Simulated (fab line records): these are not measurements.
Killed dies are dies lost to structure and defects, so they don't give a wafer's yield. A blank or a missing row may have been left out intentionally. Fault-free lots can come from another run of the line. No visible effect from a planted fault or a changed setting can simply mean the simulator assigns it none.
The tool behind it: which one? -- flow sky130 -- 24 lots, 72 wafers sampled, at 2 steps of a route of 708

## WHAT EACH GAUGE READ, for each wafer
SKY_VIA2_THK_MEAS_01.
lot,measured,on,VIA2_HDPCVD_THK (nm)
L074,day 34 18:34,filmMetro-04,1186 1219 1212
L075,day 36 00:04,filmMetro-04,1177 1187 1194
L076,day 36 13:52,filmMetro-01,1185 1201 1178
L077,day 36 23:53,filmMetro-01,1187 1177 1207
L078,day 37 15:06,filmMetro-01,1208 1194 1190
L079,day 37 16:06,filmMetro-04,1186 1202 1187
L081,day 37 18:26,filmMetro-01,1210 1205 1197
L080,day 37 19:17,filmMetro-04,1196 1196 1196
L083,day 37 20:41,filmMetro-04,1200 1194 1197
L082,day 37 23:10,filmMetro-04,1181 1204 1178
L084,day 38 14:02,filmMetro-04,1188 1187 1195
L085,day 38 16:06,filmMetro-04,1203 1196 1190
L086,day 38 22:40,filmMetro-01,1195 1200 1194
L087,day 39 09:59,filmMetro-03,1189 1195 1198
L088,day 39 18:14,filmMetro-03,1198 1196 1193
L089,day 39 19:39,filmMetro-01,1187 1180 1196
L090,day 39 23:31,filmMetro-03,1187 1205 1198
L091,day 40 10:08,filmMetro-03,1197 1186 1209
L092,day 41 06:13,filmMetro-04,1193 1180 1189
L093,day 41 11:52,filmMetro-01,1194 1197 1184
L095,day 41 16:31,filmMetro-04,1212 1199 1189
L094,day 41 20:05,filmMetro-01,1202 1186 1187
L096,day 41 21:34,filmMetro-04,1198 1192 1204
L097,day 42 07:42,filmMetro-04,1182 1185 1179

## EACH LOT AND THE TOOL THAT RAN IT (in order: tool; ch and the chambers of the sampled wafers; start)
lot,SKY_METAL1_SPUTTER_04
L074,"pvdSputter-02, day 31 04:59"
L075,"pvdSputter-03, day 32 11:28"
L076,"pvdSputter-03, day 33 02:34"
L077,"pvdSputter-04, day 33 11:04"
L078,"pvdSputter-04, day 34 04:00"
L079,"pvdSputter-04, day 34 07:17"
L081,"pvdSputter-02, day 34 08:33"
L080,"pvdSputter-04, day 34 10:04"
L083,"pvdSputter-03, day 34 10:28"
L082,"pvdSputter-02, day 34 13:09"
L084,"pvdSputter-04, day 35 02:32"
L085,"pvdSputter-03, day 35 05:43"
L086,"pvdSputter-02, day 35 13:57"
L087,"pvdSputter-02, day 36 01:24"
L088,"pvdSputter-02, day 36 10:06"
L089,"pvdSputter-03, day 36 11:23"
L090,"pvdSputter-03, day 36 15:25"
L091,"pvdSputter-02, day 37 02:50"
L092,"pvdSputter-04, day 37 23:15"
L093,"pvdSputter-02, day 38 06:40"
L095,"pvdSputter-03, day 38 10:43"
L094,"pvdSputter-03, day 38 12:46"
L096,"pvdSputter-03, day 38 15:06"
L097,"pvdSputter-02, day 39 04:10"
- SKY_METAL1_SPUTTER_04: material TiN, target thk 70 nm, time 58.3 s.

## AS READ BY THE TOOLS THEMSELVES (means over the sampled wafers that have a number; for cases with no such wafer, the mark the record gives instead)
SKY_METAL1_SPUTTER_04.
lot,tool,throttleValvePct (%)
L074,pvdSputter-02,30.5
L075,pvdSputter-03,28.7
L076,pvdSputter-03,28.5
L077,pvdSputter-04,30.1
L078,pvdSputter-04,29.9
L079,pvdSputter-04,29.9
L081,pvdSputter-02,30.6
L080,pvdSputter-04,29.9
L083,pvdSputter-03,29.3
L082,pvdSputter-02,30.7
L084,pvdSputter-04,30.2
L085,pvdSputter-03,29.3
L086,pvdSputter-02,31.0
L087,pvdSputter-02,30.7
L088,pvdSputter-02,31.2
L089,pvdSputter-03,29.3
L090,pvdSputter-03,28.3
L091,pvdSputter-02,30.5
L092,pvdSputter-04,30.1
L093,pvdSputter-02,30.8
L095,pvdSputter-03,29.2
L094,pvdSputter-03,29.0
L096,pvdSputter-03,29.9
L097,pvdSputter-02,30.2

## THE ANSWER, worked out from the rows above alone
Rule: the lots themselves supply what counts as usual. The widest of any qualifying gaps counts: lots, ordered by their means at a reading, are off when they make up no more than a third of the lots, leave a main group of 4 or more, and stand apart from it by 3 or more times the standard deviation of that group's means. A main group whose means are all the same, to the digits that the tables above print for the reading, isn't used. A lot without any number at a reading at which 4 lots or more have one is off too. The other lots that the step has rows for count as sound. Order of review: gauges by route order, followed by the tools' own readings, for which a lot's mean as printed above is used. At the first step where some lot is off, the reading lying furthest off is the one used; lots without a number count as furthest.
No lot is off at any reading shown: from this, nothing can be told.

## WHAT HAD BEEN PUT IN BY THE SIMULATOR
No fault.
